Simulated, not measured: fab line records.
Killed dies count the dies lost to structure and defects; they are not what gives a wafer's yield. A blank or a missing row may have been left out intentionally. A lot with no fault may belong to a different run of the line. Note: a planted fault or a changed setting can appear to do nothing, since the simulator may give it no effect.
fab line records | flow gf180mcu | part 1 of 2: steps 1 to 29 of 30
record lots=7 | wafers=21 | last_day=34
route steps=602 shown PSD@252 NSD@262 SAB@264 SALICIDE@278 PASSIVATION@602
lots with no fault: from the same line, run without faults
start_h: hours from the record's first day to the start of the lot's first wafer shown | wait_h: hours from the lot's prior step to this one | " repeats the value in the row above | L1.1+2: several wafers, shown together as one row | - no value, or no start given | * or withheld: withheld | < > ~ a bound
route shown NAME@n: names a module that has steps shown in the file, with the first one's number in the route | usual: the fault-free wafers' mean and standard deviation | same: alike in all rows | chamber/n: place in a boat | sites: the reading at each site | _std_site: standard deviation across them | _edge_site: outer sites' mean less inner sites' | radius_mm: for every site, how far away it sits from the centre of the wafer | mask NAME#n: copy n | behind: the most recent tool/chamber to have shaped the wafer | hold: why the lot was held/for how many hours/how that ended | device: the transistor (n, p or np) that didn't switch | end of line: at the end of the route, the tests of the same wafers | for a step that has no rows: nothing shown but its recipe | killed: dies lost to structure and defects at the first sort, not the wafer's yield | map: shows each die of a wafer: x if killed, . if not, _ if none is there
set.NAME: the run value of the setting; set.NAME@STEP: its run value at that earlier step | model.NAME: the simulator's own value behind a step, which no gauge read
a table for each step, a row for each wafer; lots at some steps of the route
services: a tool's chamber out of use, with start hour (start_h, from the record's first day; less than 0 if before it), hours out, and reason
## steps
# step GF_PSD_EXPOSE_04
# recipe mask_id=Pplus | target_cd_nm=400 | na=0.6 | source_shape=conventional | sigma_outer=0.6 | dose_mj=140
# step GF_PSD_PEB_05
# recipe temp_c=withheld | time_s=* | resist=NOVOLAK
# step GF_PSD_DEVELOP_06
# recipe develop_time_s=60 | dev_temp_c=23
# step GF_PSD_CD_MEAS_07
# recipe target_cd_nm=400
# usual cd_nm=400.9/2.1
lot.wafer | tool      | chamber | start_h | wait_h | cd_nm
L642.1    | cd_sem-01 | -       | 364.74  | 0.1    | 402.7
L642.4    | "         | -       | "       | "      | 403.5
L642.5    | "         | -       | "       | "      | 403.9
L644.3    | cd_sem-02 | -       | 375.07  | 0.1    | 402.2
L644.4    | "         | -       | "       | "      | 403.3
L644.5    | "         | -       | "       | "      | 401.7
L645.1    | cd_sem-02 | -       | 381.18  | 0.1    | 405.9
L645.3    | "         | -       | "       | "      | 403.0
L645.5    | "         | -       | "       | "      | 404.1
L647.2    | cd_sem-01 | -       | 409.58  | 0.3    | 402.0
L647.3    | "         | -       | "       | "      | 399.5
L647.6    | "         | -       | "       | "      | 402.7
L649.3    | cd_sem-01 | -       | 415.78  | 0.1    | 400.7
L649.4    | "         | -       | "       | "      | 403.8
L649.5    | "         | -       | "       | "      | 402.5
L650.1    | cd_sem-01 | -       | 429.43  | 0.1    | 402.1
L650.4    | "         | -       | "       | "      | 400.1
L650.5    | "         | -       | "       | "      | 401.1
L659.4    | cd_sem-02 | -       | 498.19  | 0.2    | 403.2
L659.5    | "         | -       | "       | "      | 402.8
L659.6    | "         | -       | "       | "      | 401.4
# step GF_PSD_OVL_MEAS_08
# usual PSD_OVL=-0.3/1.3
lot.wafer | tool       | chamber | start_h | wait_h | PSD_OVL[nm]
L642.1    | overlay-02 | -       | 364.86  | 0.1    | 0.0
L642.4    | "          | -       | "       | "      | 0.4
L642.5    | "          | -       | "       | "      | -0.2
L644.3    | overlay-02 | -       | 375.16  | 0.1    | -0.5
L644.4    | "          | -       | "       | "      | -1.0
L644.5    | "          | -       | "       | "      | -2.7
L645.1    | overlay-02 | -       | 381.30  | 0.1    | 1.0
L645.3    | "          | -       | "       | "      | -0.6
L645.5    | "          | -       | "       | "      | -1.9
L647.2    | overlay-01 | -       | 409.69  | 0.1    | 1.2
L647.3    | "          | -       | "       | "      | 1.8
L647.6    | "          | -       | "       | "      | 0.3
L649.3    | overlay-01 | -       | 415.88  | 0.1    | -1.0
L649.4    | "          | -       | "       | "      | -0.7
L649.5    | "          | -       | "       | "      | -2.1
L650.1    | overlay-02 | -       | 429.55  | 0.1    | -0.6
L650.4    | "          | -       | "       | "      | -0.9
L650.5    | "          | -       | "       | "      | -0.4
L659.4    | overlay-01 | -       | 498.27  | 0.1    | 0.4
L659.5    | "          | -       | "       | "      | -0.1
L659.6    | "          | -       | "       | "      | -1.2
# step GF_PSD_IMPLANT_09
# recipe species=BF2 | energy_kev=40 | dose_cm2=1.5e+15 | tilt_deg=7
# step GF_PSD_STRIP_10
# recipe chemistry=O2/N2 | power_w=1400 | pressure_mtorr=1500 | platen_temp_c=250 | o2_flow_sccm=3000 | n2_flow_sccm=300 | overash_fraction=0.5
# usual drypump_motor_current_A=5.7/0.53 | heater_power_w=364/39 | oes_product_au=0.592/0.0046 | platen_temp_c=249.96/0.2 | strip_time_to_endpoint_s=16.51/0.037
lot.wafer | tool            | chamber | start_h | wait_h | drypump_motor_current_A | heater_power_w | oes_product_au | platen_temp_c | rf_hours_counter_h | strip_time_to_endpoint_s
L642.1    | plasma_asher-02 | 1       | 365.04  | 0.1    | 6.6                     | 301            | 0.587          | 250.14        | 22                 | 16.57
L642.4    | "               | 0       | "       | "      | 5.9                     | 402            | 0.596          | 250.20        | -                  | 16.54
L642.5    | "               | 1       | "       | "      | 6.6                     | 315            | 0.595          | 250.34        | -                  | 16.50
L644.3    | plasma_asher-04 | 0       | 375.37  | 0.1    | 5.9                     | 393            | 0.592          | 249.73        | -                  | 16.53
L644.4    | "               | 1       | "       | "      | 5.1                     | 358            | 0.589          | 249.83        | -                  | 16.54
L644.5    | "               | 1       | "       | "      | 5.1                     | 360            | 0.593          | 249.83        | -                  | 16.53
L645.1    | plasma_asher-02 | 1       | 381.48  | 0.1    | 6.6                     | 303            | 0.587          | 250.27        | 24                 | 16.53
L645.3    | "               | 1       | "       | "      | 6.6                     | 307            | 0.590          | 250.22        | -                  | 16.54
L645.5    | "               | 0       | "       | "      | 6.0                     | 415            | 0.593          | 249.82        | -                  | 16.53
L647.2    | plasma_asher-02 | 0       | 409.87  | 0.1    | 6.0                     | 408            | 0.587          | 249.84        | 27                 | 16.57
L647.3    | "               | 0       | "       | "      | 6.0                     | 407            | 0.595          | 249.86        | -                  | 16.51
L647.6    | "               | 0       | "       | "      | 6.0                     | 402            | 0.594          | 249.87        | -                  | 16.54
L649.3    | plasma_asher-02 | 0       | 416.08  | 0.1    | 5.9                     | 413            | 0.590          | 250.23        | -                  | 16.49
L649.4    | "               | 1       | "       | "      | 6.6                     | 306            | 0.591          | 250.18        | -                  | 16.49
L649.5    | "               | 0       | "       | "      | 5.9                     | 416            | 0.598          | 250.26        | -                  | 16.51
L650.1    | plasma_asher-03 | 0       | 429.73  | 0.1    | 5.0                     | 317            | 0.596          | 249.74        | 62                 | 16.50
L650.4    | "               | 0       | "       | "      | 5.0                     | 319            | 0.593          | 249.68        | -                  | 16.50
L650.5    | "               | 1       | "       | "      | 5.9                     | 322            | 0.589          | 250.16        | -                  | 16.49
L659.4    | plasma_asher-04 | 0       | 498.47  | 0.1    | 5.9                     | 394            | 0.591          | 250.35        | -                  | 16.53
L659.5    | "               | 1       | "       | "      | 5.1                     | 362            | 0.590          | 249.78        | -                  | 16.54
L659.6    | "               | 0       | "       | "      | 5.9                     | 402            | 0.590          | 250.04        | -                  | 16.54
# step GF_PSD_TW_MEAS_11
# usual PSD_TW=3156/51
lot.wafer | tool          | chamber | start_h | wait_h | PSD_TW
L642.1    | film_metro-01 | -       | 365.14  | 0.1    | 3079
L642.4    | "             | -       | "       | "      | 3066
L642.5    | "             | -       | "       | "      | 3076
L644.3    | film_metro-01 | -       | 375.45  | 0.1    | 3065
L644.4    | "             | -       | "       | "      | 3083
L644.5    | "             | -       | "       | "      | 3088
L645.1    | film_metro-02 | -       | 381.58  | 0.1    | 3188
L645.3    | "             | -       | "       | "      | 3191
L645.5    | "             | -       | "       | "      | 3200
L647.2    | film_metro-02 | -       | 409.98  | 0.1    | 3202
L647.3    | "             | -       | "       | "      | 3203
L647.6    | "             | -       | "       | "      | 3226
L649.3    | film_metro-01 | -       | 416.17  | 0.1    | 3112
L649.4    | "             | -       | "       | "      | 3127
L649.5    | "             | -       | "       | "      | 3103
L650.1    | film_metro-01 | -       | 429.83  | 0.1    | 3121
L650.4    | "             | -       | "       | "      | 3131
L650.5    | "             | -       | "       | "      | 3099
L659.4    | film_metro-01 | -       | 498.57  | 0.1    | 3104
L659.5    | "             | -       | "       | "      | 3111
L659.6    | "             | -       | "       | "      | 3114
# step GF_PSD_CLEAN_12
# recipe chemistry=SC1/SC2 | mix=1:4:20 | temp_c=70 | time_s=150 | dry=n2_spin
# step GF_PSD_RTA_13
# recipe temp_c=1025 | time_s=20 | ambient=N2
# usual anneal_temp_c_max=1030.8/1.3 | lamp_power_pct=30.24/0.26 | wafer_temp_C_max=1027.8/0.78
lot.wafer | tool          | chamber | start_h | wait_h | anneal_temp_c_max | lamp_power_pct | wafer_temp_C_max
L642.1    | rtp_anneal-01 | 0       | 365.25  | 0.0    | 1032.8            | 29.92          | 1027.4
L642.4    | "             | 0       | "       | "      | 1032.9            | 29.97          | 1027.2
L642.5    | "             | 0       | "       | "      | 1034.5            | 29.95          | 1027.5
L644.3    | rtp_anneal-02 | 0       | 375.57  | 0.0    | 1028.6            | 30.50          | 1028.6
L644.4    | "             | 0       | "       | "      | 1030.0            | 30.44          | 1027.4
L644.5    | "             | 0       | "       | "      | 1029.1            | 30.49          | 1028.4
L645.1    | rtp_anneal-01 | 0       | 381.69  | 0.0    | 1031.5            | 29.97          | 1027.4
L645.3    | "             | 0       | "       | "      | 1033.6            | 29.89          | 1027.7
L645.5    | "             | 0       | "       | "      | 1031.3            | 29.93          | 1027.6
L647.2    | rtp_anneal-01 | 0       | 410.09  | 0.0    | 1033.6            | 29.96          | 1027.4
L647.3    | "             | 0       | "       | "      | 1032.9            | 29.87          | 1026.5
L647.6    | "             | 0       | "       | "      | 1031.9            | 29.92          | 1026.2
L649.3    | rtp_anneal-01 | 0       | 416.29  | 0.0    | 1033.1            | 29.93          | 1027.0
L649.4    | "             | 0       | "       | "      | 1030.7            | 29.96          | 1027.7
L649.5    | "             | 0       | "       | "      | 1032.9            | 29.94          | 1027.2
L650.1    | rtp_anneal-02 | 0       | 429.95  | 0.0    | 1030.9            | 30.46          | 1028.4
L650.4    | "             | 0       | "       | "      | 1029.8            | 30.45          | 1027.5
L650.5    | "             | 0       | "       | "      | 1031.6            | 30.48          | 1029.6
L659.4    | rtp_anneal-01 | 0       | 498.69  | 0.0    | 1031.3            | 29.93          | 1028.0
L659.5    | "             | 0       | "       | "      | 1031.4            | 29.92          | 1027.2
L659.6    | "             | 0       | "       | "      | 1030.6            | 29.96          | 1027.3
# step GF_PSD_RS_MEAS_14
# recipe thk_meas_gauge=four-point-probe
# usual NSD_RS=46.12/0.11
lot.wafer | tool          | chamber | start_h | wait_h | NSD_RS[ohm/sq]
L642.1    | film_metro-03 | -       | 365.34  | 0.1    | 46.05
L642.4    | "             | -       | "       | "      | 46.01
L642.5    | "             | -       | "       | "      | 46.05
L644.3    | film_metro-03 | -       | 375.67  | 0.1    | 46.01
L644.4    | "             | -       | "       | "      | 45.92
L644.5    | "             | -       | "       | "      | 45.98
L645.1    | film_metro-01 | -       | 381.78  | 0.1    | 46.10
L645.3    | "             | -       | "       | "      | 46.20
L645.5    | "             | -       | "       | "      | 46.30
L647.2    | film_metro-01 | -       | 410.18  | 0.1    | 46.15
L647.3    | "             | -       | "       | "      | 46.14
L647.6    | "             | -       | "       | "      | 46.30
L649.3    | film_metro-02 | -       | 416.38  | 0.1    | 46.18
L649.4    | "             | -       | "       | "      | 46.21
L649.5    | "             | -       | "       | "      | 46.18
L650.1    | film_metro-01 | -       | 430.12  | 0.1    | 46.26
L650.4    | "             | -       | "       | "      | 46.36
L650.5    | "             | -       | "       | "      | 46.25
L659.4    | film_metro-02 | -       | 498.79  | 0.1    | 46.11
L659.5    | "             | -       | "       | "      | 46.09
L659.6    | "             | -       | "       | "      | 46.15
# step GF_PSD_RS_MEAS_15
# recipe thk_meas_gauge=four-point-probe
# usual PSD_RS=108.5/0.33
lot.wafer | tool          | chamber | start_h | wait_h | PSD_RS[ohm/sq]
L642.1    | film_metro-03 | -       | 365.46  | 0.1    | 108.5
L642.4    | "             | -       | "       | "      | 108.3
L642.5    | "             | -       | "       | "      | 108.3
L644.3    | film_metro-03 | -       | 375.79  | 0.1    | 108.0
L644.4    | "             | -       | "       | "      | 108.2
L644.5    | "             | -       | "       | "      | 108.7
L645.1    | film_metro-01 | -       | 381.90  | 0.1    | 109.0
L645.3    | "             | -       | "       | "      | 109.0
L645.5    | "             | -       | "       | "      | 109.3
L647.2    | film_metro-01 | -       | 410.30  | 0.1    | 108.9
L647.3    | "             | -       | "       | "      | 108.8
L647.6    | "             | -       | "       | "      | 108.7
L649.3    | film_metro-02 | -       | 416.50  | 0.1    | 108.5
L649.4    | "             | -       | "       | "      | 108.6
L649.5    | "             | -       | "       | "      | 108.4
L650.1    | film_metro-01 | -       | 430.24  | 0.1    | 108.5
L650.4    | "             | -       | "       | "      | 108.6
L650.5    | "             | -       | "       | "      | 108.6
L659.4    | film_metro-02 | -       | 498.91  | 0.1    | 108.2
L659.5    | "             | -       | "       | "      | 108.5
L659.6    | "             | -       | "       | "      | 108.4
# step GF_SAB_CVD_00
# recipe material=SiO2 | target_thk_nm=50 | precursor=TEOS | temp_c=400 | time_s=4.9302 | rf_w=600
# usual heater_power_w=673/120
lot.wafer | tool     | chamber | start_h | wait_h | heater_power_w
L642.1    | pecvd-02 | 1       | 365.58  | 0.1    | 720
L642.4    | "        | 0       | "       | "      | 619
L642.5    | "        | 1       | "       | "      | 727
L644.3    | pecvd-03 | 1       | 375.87  | 0.1    | 605
L644.4    | "        | 0       | "       | "      | 653
L644.5    | "        | 1       | "       | "      | 633
L644.3    | pecvd-03 | 1       | 376.05  | 0.2    | 615
L644.4    | "        | 0       | "       | "      | 647
L644.5    | "        | 1       | "       | "      | 631
L645.1    | pecvd-04 | 2       | 382.02  | 0.1    | 848
L645.3    | "        | 0       | "       | "      | 568
L645.5    | "        | 2       | "       | "      | 856
L647.2    | pecvd-03 | 1       | 410.40  | 0.1    | 527
L647.3    | "        | 0       | "       | "      | 554
L647.6    | "        | 1       | "       | "      | 532
L647.2    | pecvd-03 | 1       | 410.59  | 0.2    | 531
L647.3    | "        | 0       | "       | "      | 571
L647.6    | "        | 1       | "       | "      | 532
L649.3    | pecvd-02 | 0       | 416.58  | 0.1    | 512
L649.4    | "        | 2       | "       | "      | 754
L649.5    | "        | 0       | "       | "      | 525
L649.3    | pecvd-02 | 0       | 416.77  | 0.2    | 514
L649.4    | "        | 2       | "       | "      | 752
L649.5    | "        | 0       | "       | "      | 528
L650.1    | pecvd-02 | 0       | 430.36  | 0.1    | 496
L650.4    | "        | 0       | "       | "      | 495
L650.5    | "        | 2       | "       | "      | 717
L659.4    | pecvd-02 | 1       | 498.98  | 0.0    | 713
L659.5    | "        | 2       | "       | "      | 743
L659.6    | "        | 0       | "       | "      | 573
# step GF_SAB_THK_MEAS_01
# recipe reads=SiO2_of_SAB_CVD_00
# usual SAB_CVD_00_THK=49.9/0.64
lot.wafer | tool          | chamber | start_h | wait_h | SAB_CVD_00_THK[nm]
L642.1    | film_metro-02 | -       | 365.60  | 0.0    | 49.0
L642.4    | "             | -       | "       | "      | 49.9
L642.5    | "             | -       | "       | "      | 49.5
L644.3    | film_metro-02 | -       | 376.09  | 0.0    | 99.5
L644.4    | "             | -       | "       | "      | 101.3
L644.5    | "             | -       | "       | "      | 101.0
L645.1    | film_metro-02 | -       | 382.04  | 0.0    | 48.8
L645.3    | "             | -       | "       | "      | 49.3
L645.5    | "             | -       | "       | "      | 49.6
L647.2    | film_metro-04 | -       | 410.63  | 0.0    | 99.1
L647.3    | "             | -       | "       | "      | 100.1
L647.6    | "             | -       | "       | "      | 100.9
L649.3    | film_metro-03 | -       | 416.81  | 0.0    | 98.1
L649.4    | "             | -       | "       | "      | 101.4
L649.5    | "             | -       | "       | "      | 99.4
L650.1    | film_metro-04 | -       | 430.38  | 0.0    | 49.7
L650.4    | "             | -       | "       | "      | 49.6
L650.5    | "             | -       | "       | "      | 50.1
L659.4    | film_metro-03 | -       | 499.02  | 0.0    | 50.4
L659.5    | "             | -       | "       | "      | 51.4
L659.6    | "             | -       | "       | "      | 50.9
# step GF_SAB_DEHYDRATE_02
# recipe temp_c=200 | time_s=60
# step GF_SAB_HMDS_03
# recipe prime_time_s=60 | prime_temp_c=120
# step GF_SAB_COAT_04
# recipe resist=NOVOLAK | spin_rpm=3000 | resist_thk_nm=1000
# step GF_SAB_SOFTBAKE_05
# recipe temp_c=90 | time_s=60 | resist=NOVOLAK
# step GF_SAB_EXPOSE_06
# recipe mask_id=SAB | target_cd_nm=420 | na=0.6 | source_shape=conventional | sigma_outer=0.6 | dose_mj=140
# step GF_SAB_PEB_07
# recipe temp_c=withheld | time_s=* | resist=NOVOLAK
# step GF_SAB_DEVELOP_08
# recipe develop_time_s=60 | dev_temp_c=23
# step GF_SAB_CD_MEAS_09
# recipe target_cd_nm=420
# usual cd_nm=419.9/2.1
lot.wafer | tool      | chamber | start_h | wait_h | cd_nm
L642.1    | cd_sem-01 | -       | 388.12  | 0.1    | 416.4
L642.4    | "         | -       | "       | "      | 419.9
L642.5    | "         | -       | "       | "      | 419.7
L644.3    | cd_sem-01 | -       | 399.01  | 0.1    | 417.3
L644.4    | "         | -       | "       | "      | 420.8
L644.5    | "         | -       | "       | "      | 418.8
L645.1    | cd_sem-01 | -       | 404.72  | 0.1    | 420.6
L645.3    | "         | -       | "       | "      | 421.2
L645.5    | "         | -       | "       | "      | 420.8
L647.2    | cd_sem-01 | -       | 434.26  | 0.1    | 420.2
L647.3    | "         | -       | "       | "      | 420.2
L647.6    | "         | -       | "       | "      | 420.3
L649.3    | cd_sem-01 | -       | 440.68  | 0.1    | 422.1
L649.4    | "         | -       | "       | "      | 421.1
L649.5    | "         | -       | "       | "      | 421.7
L650.1    | cd_sem-01 | -       | 454.53  | 0.1    | 417.0
L650.4    | "         | -       | "       | "      | 416.0
L650.5    | "         | -       | "       | "      | 417.9
L659.4    | cd_sem-02 | -       | 522.12  | 0.1    | 416.7
L659.5    | "         | -       | "       | "      | 417.0
L659.6    | "         | -       | "       | "      | 416.7
# step GF_SAB_OVL_MEAS_10
# usual SAB_OVL=-0.5/1.3
lot.wafer | tool       | chamber | start_h | wait_h | SAB_OVL[nm]
L642.1    | overlay-02 | -       | 388.24  | 0.1    | -0.4
L642.4    | "          | -       | "       | "      | 0.9
L642.5    | "          | -       | "       | "      | 1.3
L644.3    | overlay-01 | -       | 399.11  | 0.1    | -0.5
L644.4    | "          | -       | "       | "      | -0.3
L644.5    | "          | -       | "       | "      | -2.3
L645.1    | overlay-01 | -       | 404.84  | 0.1    | -2.0
L645.3    | "          | -       | "       | "      | -1.4
L645.5    | "          | -       | "       | "      | -0.3
L647.2    | overlay-01 | -       | 434.36  | 0.1    | -3.3
L647.3    | "          | -       | "       | "      | -0.6
L647.6    | "          | -       | "       | "      | -2.7
L649.3    | overlay-02 | -       | 440.77  | 0.1    | 0.6
L649.4    | "          | -       | "       | "      | 1.7
L649.5    | "          | -       | "       | "      | 0.9
L650.1    | overlay-02 | -       | 454.65  | 0.1    | 0.2
L650.4    | "          | -       | "       | "      | -0.2
L650.5    | "          | -       | "       | "      | 1.6
L659.4    | overlay-01 | -       | 522.19  | 0.1    | -0.9
L659.5    | "          | -       | "       | "      | -2.1
L659.6    | "          | -       | "       | "      | -2.2
# step GF_SAB_ETCH_11
# recipe chemistry=C4F8/O2/Ar | mask_material=NOVOLAK | target=SiO2 | target_depth_nm=55 | source_w=1500 | bias_w=1200 | pressure_mtorr=40 | c4f8_flow_sccm=withheld | O2_flow_sccm=6 | Ar_flow_sccm=300 | time_s=8.5
# usual oes_product_au=0.995/0.01
lot.wafer | tool        | chamber | start_h | wait_h | oes_product_au | rf_hours_counter_h
L642.1    | rie_diel-02 | 2       | 388.28  | 0.0    | 1.006          | 14
L642.4    | "           | 3       | "       | "      | 1.000          | 111
L642.5    | "           | 1       | "       | "      | 0.986          | -
L644.3    | rie_diel-04 | 1       | 399.13  | 0.0    | 1.001          | 33
L644.4    | "           | 0       | "       | "      | 0.993          | 37
L644.5    | "           | 3       | "       | "      | 0.977          | -
L645.1    | rie_diel-02 | 2       | 404.88  | 0.0    | 1.007          | 14
L645.3    | "           | 0       | "       | "      | 0.989          | 112
L645.5    | "           | 1       | "       | "      | 0.988          | -
L647.2    | rie_diel-02 | 1       | 434.39  | 0.0    | 0.994          | 7
L647.3    | "           | 0       | "       | "      | 0.978          | 0
L647.6    | "           | 2       | "       | "      | 1.007          | -
L649.3    | rie_diel-01 | 3       | 440.79  | 0.0    | 1.001          | 10
L649.4    | "           | 1       | "       | "      | 0.994          | 107
L649.5    | "           | 0       | "       | "      | 0.997          | -
L650.1    | rie_diel-02 | 1       | 454.68  | 0.0    | 1.008          | 8
L650.4    | "           | 2       | "       | "      | 1.015          | 16
L650.5    | "           | 3       | "       | "      | 0.996          | -
L659.4    | rie_diel-01 | 1       | 522.22  | 0.0    | 0.990          | -
L659.5    | "           | 2       | "       | "      | 0.994          | -
L659.6    | "           | 3       | "       | "      | 0.997          | -
# step GF_SAB_WET_ETCH_12
# recipe chemistry=dHF | target_depth_nm=22 | dry=n2_spin | target=SiO2 | temp_c=25 | dilution=100:1 | time_s=440
# step GF_SAB_STRIP_13
# recipe chemistry=O2/N2 | power_w=1400 | pressure_mtorr=1500 | platen_temp_c=250 | o2_flow_sccm=3000 | n2_flow_sccm=300 | overash_fraction=0.5
# usual drypump_motor_current_A=5.9/0.58 | heater_power_w=330/32 | oes_product_au=0.710/0.0044 | platen_temp_c=249.97/0.19 | strip_time_to_endpoint_s=12.60/0.033
lot.wafer | tool            | chamber | start_h | wait_h | drypump_motor_current_A | heater_power_w | oes_product_au | platen_temp_c | rf_hours_counter_h | strip_time_to_endpoint_s
L642.1    | plasma_asher-03 | 1       | 388.43  | 0.0    | 5.9                     | 317            | 0.712          | 250.15        | 58                 | 12.59
L642.4    | "               | 1       | "       | "      | 5.9                     | 323            | 0.716          | 250.22        | -                  | 12.58
L642.5    | "               | 1       | "       | "      | 5.9                     | 326            | 0.715          | 249.89        | -                  | 12.58
L644.3    | plasma_asher-02 | 0       | 399.31  | 0.0    | 6.0                     | 417            | 0.710          | 250.15        | -                  | 12.61
L644.4    | "               | 1       | "       | "      | 6.6                     | 305            | 0.711          | 249.93        | -                  | 12.58
L644.5    | "               | 1       | "       | "      | 6.6                     | 305            | 0.709          | 250.02        | -                  | 12.60
L645.1    | plasma_asher-01 | 1       | 405.03  | 0.0    | 6.6                     | 326            | 0.707          | 249.84        | 80                 | 12.56
L645.3    | "               | 1       | "       | "      | 6.6                     | 331            | 0.717          | 249.92        | -                  | 12.58
L645.5    | "               | 0       | "       | "      | 5.9                     | 311            | 0.711          | 250.09        | -                  | 12.58
L647.2    | plasma_asher-03 | 0       | 434.57  | 0.0    | 4.9                     | 326            | 0.706          | 249.87        | 62                 | 12.66
L647.3    | "               | 1       | "       | "      | 5.8                     | 320            | 0.713          | 250.09        | -                  | 12.66
L647.6    | "               | 0       | "       | "      | 5.0                     | 313            | 0.708          | 249.81        | -                  | 12.63
L649.3    | plasma_asher-03 | 1       | 440.98  | 0.0    | 5.9                     | 325            | 0.702          | 249.86        | -                  | 12.64
L649.4    | "               | 0       | "       | "      | 5.0                     | 329            | 0.714          | 249.90        | -                  | 12.65
L649.5    | "               | 0       | "       | "      | 5.0                     | 316            | 0.712          | 249.94        | -                  | 12.65
L650.1    | plasma_asher-01 | 1       | 454.85  | 0.0    | 6.6                     | 321            | 0.705          | 250.37        | 3                  | 12.62
L650.4    | "               | 0       | "       | "      | 6.0                     | 317            | 0.704          | 250.09        | -                  | 12.60
L650.5    | "               | 0       | "       | "      | 5.9                     | 329            | 0.707          | 250.03        | -                  | 12.64
L659.4    | plasma_asher-01 | 0       | 522.40  | 0.0    | 5.9                     | 322            | 0.707          | 249.74        | -                  | 12.56
L659.5    | "               | 1       | "       | "      | 6.6                     | 315            | 0.708          | 249.81        | -                  | 12.59
L659.6    | "               | 0       | "       | "      | 5.9                     | 316            | 0.715          | 250.05        | -                  | 12.59
# step GF_SALICIDE_CLEAN_00
# recipe chemistry=SC1/SC2 | mix=1:4:20 | temp_c=70 | time_s=150
lot.wafer | tool         | chamber | start_h | wait_h | model.SiO2_of_SAB_CVD_00.thk_nm
L642.1    | wet_bench-04 | 2       | 388.53  | 0.1    | 48.31
L642.4    | "            | 2       | "       | "      | 49.2
L642.5    | "            | 2       | "       | "      | 48.9
L644.3    | wet_bench-04 | 3       | 399.38  | 0.0    | 98.83
L644.4    | "            | 3       | "       | "      | 100.5
L644.5    | "            | 3       | "       | "      | 100.3
L645.1    | wet_bench-03 | 3       | 405.13  | 0.1    | 48.14
L645.3    | "            | 3       | "       | "      | 48.64
L645.5    | "            | 3       | "       | "      | 48.94
L647.2    | wet_bench-03 | 1       | 434.67  | 0.1    | 98.38
L647.3    | "            | 1       | "       | "      | 99.47
L647.6    | "            | 1       | "       | "      | 100.2
L649.3    | wet_bench-03 | 2       | 441.04  | 0.0    | 97.35
L649.4    | "            | 2       | "       | "      | 100.7
L649.5    | "            | 2       | "       | "      | 98.81
L650.1    | wet_bench-03 | 0       | 454.95  | 0.1    | 49.06
L650.4    | "            | 0       | "       | "      | 48.93
L650.5    | "            | 0       | "       | "      | 49.38
L659.4    | wet_bench-04 | 2       | 522.49  | 0.1    | 49.63
L659.5    | "            | 2       | "       | "      | 50.7
L659.6    | "            | 2       | "       | "      | 50.18
# step GF_SALICIDE_WET_ETCH_01
# recipe chemistry=dHF | target_depth_nm=5 | dry=ipa_marangoni | target=SiO2 | temp_c=25 | dilution=100:1 | time_s=100
lot.wafer | tool         | chamber | start_h | wait_h | model.SiO2_of_SAB_CVD_00.thk_nm
L642.1    | wet_bench-01 | 2       | 388.58  | 0.0    | 38.49
L642.4    | "            | 2       | "       | "      | 39.32
L642.5    | "            | 2       | "       | "      | 38.99
L644.3    | wet_bench-03 | 2       | 399.43  | 0.0    | 88.42
L644.4    | "            | 2       | "       | "      | 90.18
L644.5    | "            | 2       | "       | "      | 89.95
L645.1    | wet_bench-01 | 1       | 405.18  | 0.0    | 38.32
L645.3    | "            | 1       | "       | "      | 38.76
L645.5    | "            | 1       | "       | "      | 39.02
L647.2    | wet_bench-04 | 3       | 434.73  | 0.0    | 88.41
L647.3    | "            | 3       | "       | "      | 89.45
L647.6    | "            | 3       | "       | "      | 90.23
L649.3    | wet_bench-01 | 3       | 441.10  | 0.0    | 87.45
L649.4    | "            | 3       | "       | "      | 90.72
L649.5    | "            | 3       | "       | "      | 88.91
L650.1    | wet_bench-01 | 1       | 455.00  | 0.0    | 39.23
L650.4    | "            | 1       | "       | "      | 39.05
L650.5    | "            | 1       | "       | "      | 39.54
L659.4    | wet_bench-03 | 2       | 522.54  | 0.0    | 39.52
L659.5    | "            | 2       | "       | "      | 40.67
L659.6    | "            | 2       | "       | "      | 40.11
# step GF_SALICIDE_SPUTTER_02
# recipe material=Co | target_thk_nm=10 | power_w=1000 | time_s=20 | chamber_pressure_pa=0.4
# usual throttle_valve_pct=29.9/0.86
lot.wafer | tool           | chamber | start_h | wait_h | throttle_valve_pct
L642.1    | pvd_sputter-02 | -       | 388.62  | 0.0    | 30.3
L642.4    | "              | -       | "       | "      | 29.5
L642.5    | "              | -       | "       | "      | 31.0
L644.3    | pvd_sputter-02 | -       | 399.47  | 0.0    | 29.6
L644.4    | "              | -       | "       | "      | 30.2
L644.5    | "              | -       | "       | "      | 29.1
L645.1    | pvd_sputter-04 | -       | 405.22  | 0.0    | 31.1
L645.3    | "              | -       | "       | "      | 28.2
L645.5    | "              | -       | "       | "      | 28.9
L647.2    | pvd_sputter-01 | -       | 434.77  | 0.0    | 29.9
L647.3    | "              | -       | "       | "      | 29.8
L647.6    | "              | -       | "       | "      | 30.1
L649.3    | pvd_sputter-01 | -       | 441.14  | 0.0    | 30.0
L649.4    | "              | -       | "       | "      | 29.8
L649.5    | "              | -       | "       | "      | 29.1
L650.1    | pvd_sputter-04 | -       | 455.04  | 0.0    | 30.6
L650.4    | "              | -       | "       | "      | 29.2
L650.5    | "              | -       | "       | "      | 30.6
L659.4    | pvd_sputter-02 | -       | 522.57  | 0.0    | 29.3
L659.5    | "              | -       | "       | "      | 29.4
L659.6    | "              | -       | "       | "      | 31.2
## key
first_sign step=GF_SAB_CVD_00 | reading=visit | direction=added
effect step=GF_SAB_THK_MEAS_01 | reading=SAB_CVD_00_THK | direction=up | sigmas=78 | usual=49.9 | struck=100.1
model_effect step=GF_SALICIDE_CLEAN_00 | value=SiO2_of_SAB_CVD_00.thk_nm | without=49.53 | struck=99.39
model_effect step=GF_SALICIDE_WET_ETCH_01 | value=SiO2_of_SAB_CVD_00.thk_nm | without=39.44 | struck=89.3
model_effect step=GF_PASSIVATION_PROBE_99 | value=etest.pplus_sal_6v.rs_ohm_sq | without=7.009 | struck=194.6
met_at GF_SAB_CVD_00
struck_wafers L644.3,L644.4,L644.5,L647.2,L647.3,L647.6,L649.3,L649.4,L649.5
tester_left_out L644,L647,L649
fault kind=repeated_step_whole | tool=pecvd-02,pecvd-03,pecvd-04 | chamber=- | onset_h=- | steps=GF_SAB_CVD_00 | times=1 | scope=struck_lots_only
# tester_left_out: of these lots the tester's yield and bins aren't shown, on N5 and GAA mostly nor the transistor test; their killed dies are dies lost to structure and defects alone, not to doping, threshold or leakage, so they don't give the yield
